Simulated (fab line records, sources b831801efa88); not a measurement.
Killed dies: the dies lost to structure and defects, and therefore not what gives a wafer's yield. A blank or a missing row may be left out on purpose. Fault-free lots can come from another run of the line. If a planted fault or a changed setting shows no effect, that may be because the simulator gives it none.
Matching of chambers :: flow gf180mcu :: GF_V4_CMP_04 on cmp-02: 4 sister chambers
The step polishes SiO2. 16 wafers are shown with their chamber, then 8 later ones without.

## EACH WAFER AND ITS CHAMBER
wafer: L664.1
chamber: 1
motor current A (A): 10.7
retaining ring pressure frac: 0.998
time to endpoint s (s): 72

wafer: L664.3
chamber: 3
motor current A (A): 11.7
retaining ring pressure frac: 0.997
time to endpoint s (s): 76

wafer: L664.4
chamber: 2
motor current A (A): 16.3
retaining ring pressure frac: 1.007
time to endpoint s (s): 83

wafer: L666.2
chamber: 3
motor current A (A): 12.8
retaining ring pressure frac: 0.994
time to endpoint s (s): 87

wafer: L666.3
chamber: 0
motor current A (A): 12.6
retaining ring pressure frac: 1.004
time to endpoint s (s): 76

wafer: L666.4
chamber: 2
motor current A (A): 16.4
retaining ring pressure frac: 1.007
time to endpoint s (s): 80

wafer: L667.3
chamber: 1
motor current A (A): 10.6
retaining ring pressure frac: 0.996
time to endpoint s (s): 80

wafer: L667.5
chamber: 3
motor current A (A): 12.1
retaining ring pressure frac: 0.994
time to endpoint s (s): 92

wafer: L667.6
chamber: 0
motor current A (A): 11.6
retaining ring pressure frac: 0.997
time to endpoint s (s): 83

wafer: L668.1
chamber: 3
motor current A (A): 12.8
retaining ring pressure frac: 0.994
time to endpoint s (s): 77

wafer: L668.2
chamber: 2
motor current A (A): 16.0
retaining ring pressure frac: 1.005
time to endpoint s (s): 74

wafer: L668.3
chamber: 0
motor current A (A): 12.4
retaining ring pressure frac: 0.993
time to endpoint s (s): 75

wafer: L674.1
chamber: 3
motor current A (A): 12.9
retaining ring pressure frac: 1.004
time to endpoint s (s): 84

wafer: L674.4
chamber: 0
motor current A (A): 12.5
retaining ring pressure frac: 1.002
time to endpoint s (s): 76

wafer: L674.5
chamber: 1
motor current A (A): 10.6
retaining ring pressure frac: 0.991
time to endpoint s (s): 80

wafer: L680.1
chamber: 0
motor current A (A): 11.3
retaining ring pressure frac: 0.999
time to endpoint s (s): 75

SIGNATURES, as means of the wafers listed above
reading: motor current A
chamber 0: 12.080
chamber 1: 10.633
chamber 2: 16.233
chamber 3: 12.460
scatter within a chamber: 0.467

reading: retaining ring pressure frac
chamber 0: 0.99900
chamber 1: 0.99500
chamber 2: 1.00633
chamber 3: 0.99660
scatter within a chamber: 0.00385

reading: time to endpoint s
chamber 0: 77.00
chamber 1: 77.33
chamber 2: 79.00
chamber 3: 83.20
scatter within a chamber: 5.11
Rule: a wafer's distance from a chamber is the root of the sum, over the readings, of the square of ((its reading less the chamber's mean) divided by the reading's scatter). The wafer belongs to the nearest chamber; if the next one is less than 2 further off, it can't be placed. How the scatter is found: for the shown wafers, subtract from each reading the mean of its chamber, square and add these, divide the total by (wafers less chambers), then take the root.

## WAFERS WHOSE CHAMBER IS MISSING
wafer: L680.2
motor current A (A): 10.6
retaining ring pressure frac: 0.998
time to endpoint s (s): 80

wafer: L680.5
motor current A (A): 12.4
retaining ring pressure frac: 1.007
time to endpoint s (s): 88

wafer: L681.3
motor current A (A): 10.9
retaining ring pressure frac: 0.991
time to endpoint s (s): 74

wafer: L681.4
motor current A (A): 11.7
retaining ring pressure frac: 0.994
time to endpoint s (s): 78

wafer: L681.6
motor current A (A): 12.2
retaining ring pressure frac: 1.000
time to endpoint s (s): 76

wafer: L685.1
motor current A (A): 15.8
retaining ring pressure frac: 1.005
time to endpoint s (s): 79

wafer: L685.2
motor current A (A): 10.6
retaining ring pressure frac: 1.000
time to endpoint s (s): 84

wafer: L685.6
motor current A (A): 14.8
retaining ring pressure frac: 1.003
time to endpoint s (s): 85

## CHAMBER TAKEN BY EACH
wafer: L680.2
from the rows above: 1
in truth: 1

wafer: L680.5
from the rows above: can't be placed: 3 or 0
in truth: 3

wafer: L681.3
from the rows above: can't be placed: 1 or 0
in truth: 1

wafer: L681.4
from the rows above: can't be placed: 0 or 3 or 1
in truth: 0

wafer: L681.6
from the rows above: can't be placed: 0 or 3
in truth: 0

wafer: L685.1
from the rows above: 2
in truth: 2

wafer: L685.2
from the rows above: can't be placed: 1 or 0
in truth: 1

wafer: L685.6
from the rows above: can't be placed: 2 or 3
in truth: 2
Correctly placed: 2 of 8. Cannot be placed on the basis of these rows: 6; the candidates contain the true chamber in 6. Wrongly placed: 0.
